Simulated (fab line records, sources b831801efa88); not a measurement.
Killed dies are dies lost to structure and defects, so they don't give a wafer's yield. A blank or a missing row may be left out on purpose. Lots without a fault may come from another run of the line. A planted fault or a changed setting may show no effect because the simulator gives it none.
One fault seen from 2 desks | flow sky130 | each desk has only its own numbers; what lay behind them comes last

THE METROLOGY DESK
What the gauges read, lot by lot, whatever tool the lot ran on: means of the sampled wafers that have a number. A lot is out of limits, marked OUT, if its mean lies more than 4 standard deviations from the usual mean; the brackets give that distance.
Columns: A = VIA3_BOW at SKY_VIA3_BOW_MEAS_03, usual 80 um; B = cd_nm at SKY_VIA3_CD_MEAS_12, usual 200.1 nm
lot  | first seen here | A  | B
L959 | day 38 22:46    | 74 | 197.3
L960 | day 38 22:49    | 83 | 199.2
L962 | day 39 08:55    | 78 | 199.9
L963 | day 40 02:16    | 79 | 198.9
L964 | day 40 03:46    | 83 | 200.2
L966 | day 40 15:41    | 81 | 200.7
L967 | day 41 01:17    | 89 | 202.2
L968 | day 41 02:23    | 88 | 201.2
L974 | day 43 03:26    | 74 | 199.8
L977 | day 43 23:02    | 84 | 199.3
L979 | day 44 01:58    | 78 | 202.0
L982 | day 45 01:47    | 83 | 197.9
This desk's finding: nothing out of limits on any of the 12 lots.

THE TOOL OWNER'S DESK: wet_bench-03
The tool's own readings at SKY_PAD_OPEN_STRIP_09 (strips in post etch residue remover, time 1200 s): means of the sampled wafers that have a number, for each lot that ran on this tool. A lot is out of limits, marked OUT, if its mean lies more than 4 standard deviations from the usual mean; the brackets give that distance.
Columns: A = bath_guard_temp_C at SKY_PAD_OPEN_STRIP_09, usual 73.0 C; B = run_length_s at SKY_PAD_OPEN_STRIP_09, usual 1227 s
lot  | first seen here | A    | B
L962 | day 46 08:01    | 73.2 | 1226
L966 | day 47 08:08    | 73.3 | 1224
L968 | day 47 18:49    | 73.4 | 1224
L977 | day 49 23:01    | 73.3 | 1281 (+17) OUT
L979 | day 50 00:59    | 73.3 | 1232
This desk's finding: out of limits on L977; first on L977, day 49 23:01 (run_length_s at SKY_PAD_OPEN_STRIP_09). In limits: L962, L966, L968, L979.

PUT TOGETHER
The tool owner's desk could have raised an alarm at day 49 23:01, on L977.
The metrology desk saw nothing out of limits.
The metrology desk has L977 on record, within its limits.
Of the lots named, all ran SKY_PAD_OPEN_STRIP_09 on wet_bench-03.

WHAT THE SIMULATOR HAD PUT IN
Process parameter drift: wet_bench-03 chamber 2, from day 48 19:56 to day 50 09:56, at SKY_PAD_OPEN_STRIP_09. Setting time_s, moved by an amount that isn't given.
Lots struck among those shown: L977.
Hours from the fault's start to each desk's first reading out of limits: the tool owner's desk, 27.
